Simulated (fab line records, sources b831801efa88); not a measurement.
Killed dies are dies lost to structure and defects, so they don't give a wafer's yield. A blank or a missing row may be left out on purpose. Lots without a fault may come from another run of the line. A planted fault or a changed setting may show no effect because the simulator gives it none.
Which tool did it? | flow sfq_line | 7 lots, 21 wafers sampled, at 1 step of a route of 325

WHAT THE GAUGES READ, wafer by wafer
SFQ_M0_RS_MEAS_904: measures by four-point-probe.
lot  | measured     | on            | M0_NB_RS (ohm/sq)
L689 | day 9 09:35  | film_metro-02 | 0.915 0.905 0.904
L691 | day 9 22:53  | film_metro-02 | 0.905 0.916 0.903
L694 | day 10 12:46 | film_metro-02 | 0.923 0.920 0.915
L702 | day 12 09:40 | film_metro-02 | 0.914 0.913 0.910
L705 | day 13 00:14 | film_metro-04 | 0.915 0.916 0.925
L707 | day 13 03:50 | film_metro-03 | 0.905 0.902 0.910
L709 | day 13 06:13 | film_metro-02 | 0.894 0.895 0.898

WHICH TOOL RAN EACH LOT (tool, then ch and the chambers of the sampled wafers, then the start)
The record holds no process step before these readings.

THE ANSWER, worked out from the rows above alone
Rule: what is usual is taken from the lots themselves. Put in order of their means at a reading, lots are off if they are a third of the lots or fewer, leave a main group of 4 or more, and stand apart from it by a gap of 3 or more times the standard deviation of the main group's means; of several such gaps the widest counts. A main group whose means are all the same, to the digits that the tables above print for the reading, isn't used. A lot without any number at a reading at which 4 lots or more have one is off too. The other lots that the step has rows for count as sound.
No lot is off at any reading shown: from this, nothing can be told.

WHAT THE SIMULATOR HAD PUT IN
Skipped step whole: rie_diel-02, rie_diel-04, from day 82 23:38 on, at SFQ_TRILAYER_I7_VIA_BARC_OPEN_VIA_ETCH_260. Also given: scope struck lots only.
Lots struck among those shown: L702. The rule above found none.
